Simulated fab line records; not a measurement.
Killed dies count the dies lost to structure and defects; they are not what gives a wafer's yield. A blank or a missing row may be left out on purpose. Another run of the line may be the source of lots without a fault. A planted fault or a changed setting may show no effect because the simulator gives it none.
Chamber matching || flow sky130 || rie-si-02 running SKY_POLY_GATE_ETCH_17: 4 sister chambers
The step etches poly-Si in HBr/Cl2, stops on SiO2, target depth 180 nm, time 70.5 s. 14 wafers are shown with their chamber, then 7 later ones without.

== WAFERS PAIRED WITH THEIR CHAMBERS ==
{"wafer": "L174.1", "chamber": 1, "drypump-motor-current-A (A)": 5.6, "throttle-valve-pct (%)": 33.693, "mfc-cl2-sccm (sccm)": 49.98}
{"wafer": "L174.3", "chamber": 2, "drypump-motor-current-A (A)": 5.5, "throttle-valve-pct (%)": 33.704, "mfc-cl2-sccm (sccm)": 49.90}
{"wafer": "L174.5", "chamber": 0, "drypump-motor-current-A (A)": 6.2, "throttle-valve-pct (%)": 33.676, "mfc-cl2-sccm (sccm)": 50.26}
{"wafer": "L177.3", "chamber": 3, "drypump-motor-current-A (A)": 4.9, "throttle-valve-pct (%)": 33.676, "mfc-cl2-sccm (sccm)": 50.02}
{"wafer": "L177.5", "chamber": 2, "drypump-motor-current-A (A)": 5.5, "throttle-valve-pct (%)": 33.683, "mfc-cl2-sccm (sccm)": 50.19}
{"wafer": "L177.6", "chamber": 1, "drypump-motor-current-A (A)": 5.6, "throttle-valve-pct (%)": 33.692, "mfc-cl2-sccm (sccm)": 49.95}
{"wafer": "L186.2", "chamber": 3, "drypump-motor-current-A (A)": 4.9, "throttle-valve-pct (%)": 33.682, "mfc-cl2-sccm (sccm)": 49.91}
{"wafer": "L186.4", "chamber": 2, "drypump-motor-current-A (A)": 5.6, "throttle-valve-pct (%)": 33.684, "mfc-cl2-sccm (sccm)": 49.65}
{"wafer": "L186.6", "chamber": 1, "drypump-motor-current-A (A)": 5.6, "throttle-valve-pct (%)": 33.686, "mfc-cl2-sccm (sccm)": 49.77}
{"wafer": "L187.2", "chamber": 2, "drypump-motor-current-A (A)": 5.5, "throttle-valve-pct (%)": 33.683, "mfc-cl2-sccm (sccm)": 50.08}
{"wafer": "L187.3", "chamber": 1, "drypump-motor-current-A (A)": 5.6, "throttle-valve-pct (%)": 33.689, "mfc-cl2-sccm (sccm)": 49.99}
{"wafer": "L187.5", "chamber": 2, "drypump-motor-current-A (A)": 5.6, "throttle-valve-pct (%)": 33.684, "mfc-cl2-sccm (sccm)": 50.04}
{"wafer": "L192.2", "chamber": 0, "drypump-motor-current-A (A)": 6.2, "throttle-valve-pct (%)": 33.693, "mfc-cl2-sccm (sccm)": 49.98}
{"wafer": "L192.5", "chamber": 2, "drypump-motor-current-A (A)": 5.5, "throttle-valve-pct (%)": 33.682, "mfc-cl2-sccm (sccm)": 49.74}

SIGNATURES (means of the wafers above)
{"reading": "drypump-motor-current-A", "chamber 0": 6.200, "chamber 1": 5.600, "chamber 2": 5.533, "chamber 3": 4.900, "scatter within a chamber": 0.0365}
{"reading": "throttle-valve-pct", "chamber 0": 33.68450, "chamber 1": 33.69000, "chamber 2": 33.68667, "chamber 3": 33.67900, "scatter within a chamber": 0.00746}
{"reading": "mfc-cl2-sccm", "chamber 0": 50.1200, "chamber 1": 49.9225, "chamber 2": 49.9333, "chamber 3": 49.9650, "scatter within a chamber": 0.172}
Rule: for each reading, subtract the chamber's mean from the wafer's reading, divide by that reading's scatter and square the result; add these up over the readings and take the root, which gives the wafer's distance from the chamber. The wafer belongs to the nearest chamber; if the next one is less than 2 further off, it can't be placed. The scatter: take each reading less its chamber's mean, square it, sum over the shown wafers, divide by the number of wafers less the number of chambers, and take the root.

== WAFERS WHOSE CHAMBER IS MISSING ==
{"wafer": "L192.6", "drypump-motor-current-A (A)": 5.6, "throttle-valve-pct (%)": 33.678, "mfc-cl2-sccm (sccm)": 50.13}
{"wafer": "L194.1", "drypump-motor-current-A (A)": 4.9, "throttle-valve-pct (%)": 33.673, "mfc-cl2-sccm (sccm)": 50.13}
{"wafer": "L194.2", "drypump-motor-current-A (A)": 5.5, "throttle-valve-pct (%)": 33.675, "mfc-cl2-sccm (sccm)": 49.66}
{"wafer": "L194.5", "drypump-motor-current-A (A)": 6.2, "throttle-valve-pct (%)": 33.695, "mfc-cl2-sccm (sccm)": 50.11}
{"wafer": "L196.1", "drypump-motor-current-A (A)": 5.6, "throttle-valve-pct (%)": 33.692, "mfc-cl2-sccm (sccm)": 49.76}
{"wafer": "L196.4", "drypump-motor-current-A (A)": 6.1, "throttle-valve-pct (%)": 33.695, "mfc-cl2-sccm (sccm)": 50.15}
{"wafer": "L196.6", "drypump-motor-current-A (A)": 5.6, "throttle-valve-pct (%)": 33.685, "mfc-cl2-sccm (sccm)": 49.77}

== WHICH CHAMBER EACH ONE RAN IN ==
{"wafer": "L192.6", "from the rows above": "can't be placed: 1 or 2", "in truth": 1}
{"wafer": "L194.1", "from the rows above": 3, "in truth": 3}
{"wafer": "L194.2", "from the rows above": "can't be placed: 2 or 1", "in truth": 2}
{"wafer": "L194.5", "from the rows above": 0, "in truth": 0}
{"wafer": "L196.1", "from the rows above": "can't be placed: 1 or 2", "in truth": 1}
{"wafer": "L196.4", "from the rows above": 0, "in truth": 0}
{"wafer": "L196.6", "from the rows above": "can't be placed: 1 or 2", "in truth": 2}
Correct placement for 3 of the 7. Not placeable from these rows: 4 (in 4, the candidates include the true chamber). Wrongly placed: 0.
